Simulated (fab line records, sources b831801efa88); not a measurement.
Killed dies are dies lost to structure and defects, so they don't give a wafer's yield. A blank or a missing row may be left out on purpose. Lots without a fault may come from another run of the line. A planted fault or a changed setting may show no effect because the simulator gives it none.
Problem report in the 8D (eight disciplines) form, filled by code | flow sky130 | the parts of the form that need people (team, actions taken, sign-off) are left out

1. THE PROBLEM
LDD_N_TW at SKY_LDD_N_TW_MEAS_17 reads a mean of 2654 on 6 wafers of 2 lots; wafers without a fault read 2593 with a standard deviation of 11. That is +5.5 standard deviations from the usual mean.
First seen on wafer L336.3, day 22 14:01, on film_metro-03. The record holds 36 wafers of 12 lots with a number at this step. Rule for "out", or "out of limits": more than 4 standard deviations from the usual mean. The other wafers with a number count as sound.

2. WHAT IT IS AND WHAT IT IS NOT
question                    | is                           | is not
which readings at this step | LDD_N_TW                     | -
which lots                  | L336, L341                   | L325, L326, L327, L329, L330, L331, L332, L340, L343, L345
which wafers of those lots  | all that have a number       | -
read on which gauges        | film_metro-01, film_metro-03 | film_metro-02
when                        | from day 22 14:01            | up to then (21 sound wafers); but 9 sound wafers of L340, L343, L345 came after

3. SUSPECTS, AND WHAT RULES EACH OUT
Counting: a tool at a process step up to the reading stays a suspect if it ran every lot that is out and no sound lot after the first of them.
- the gauge at SKY_LDD_N_TW_MEAS_17: ruled out. The wafers that are out were read on 2 gauges (film_metro-01, film_metro-03).
- implanter-04 at SKY_LDD_N_IMPLANT_09: kept. It ran every lot that is out, first L336 (day 22 12:54), and no sound lot after that; its last sound lot up to then is L332 (day 21 03:24). Its own readings are out on those wafers: beam_on_s, dose_ions_cm2, faraday_current_uA.
- plasma_asher-03 at SKY_LDD_N_STRIP_16 (strips in O2/N2): kept. It ran every lot that is out, first L336 (day 22 13:56), and no sound lot after that; its last sound lot up to then is L332 (day 21 04:27). Its own readings are out on those wafers: strip_time_to_endpoint_s.
Left after counting: implanter-04 at SKY_LDD_N_IMPLANT_09, plasma_asher-03 at SKY_LDD_N_STRIP_16.

4. THE CAUSE (what the simulator had put in)
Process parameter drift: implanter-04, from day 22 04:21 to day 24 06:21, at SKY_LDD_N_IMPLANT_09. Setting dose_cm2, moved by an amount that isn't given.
Counting left 2 suspects, and this tool is among them.

5. THE CHAIN OF EFFECTS, in route order
Each row: a reading whose mean over the struck wafers that have a number lies more than 3 standard deviations from the usual. Only readings for which the record gives a usual standard deviation are gone through. hours: the time from each lot's start at the first step in this table that gives one to its start at this step, as a median over the lots. sigmas: the change in usual standard deviations.
hours | step                 | reading                  | usual   | on struck wafers | change   | sigmas
0     | SKY_LDD_N_IMPLANT_09 | beam_on_s                | 9.99 s  | 11.72            | +1.73    | +8.6
0     | SKY_LDD_N_IMPLANT_09 | dose_ions_cm2            | 7.5e+13 | 1.2e+14          | +4.7e+13 | +99 or more
0     | SKY_LDD_N_IMPLANT_09 | faraday_current_uA       | 423     | 588              | +165     | +20
1     | SKY_LDD_N_STRIP_16   | strip_time_to_endpoint_s | 4.317 s | 4.443            | +0.126   | +9.0
1     | SKY_LDD_N_TW_MEAS_17 | LDD_N_TW                 | 2593    | 2654             | +60      | +5.5
The process steps in it:
- SKY_LDD_N_IMPLANT_09
- SKY_LDD_N_STRIP_16: strips in O2/N2.

6. WHAT WOULD HAVE CAUGHT IT SOONER
In this record the first reading out of limits at a measuring or inspecting step was taken at day 22 14:01, 10 hours after the fault began at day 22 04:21.
The tool's own readings at SKY_LDD_N_IMPLANT_09 were out on every struck wafer that the step has a row for (beam_on_s, dose_ions_cm2, faraday_current_uA): an alarm limit on them would have fired on the first of those.
Of the lots that are out (2), L341 began SKY_LDD_N_IMPLANT_09 on implanter-04 after day 22 14:01. A hold on the tool at that time would have spared it.
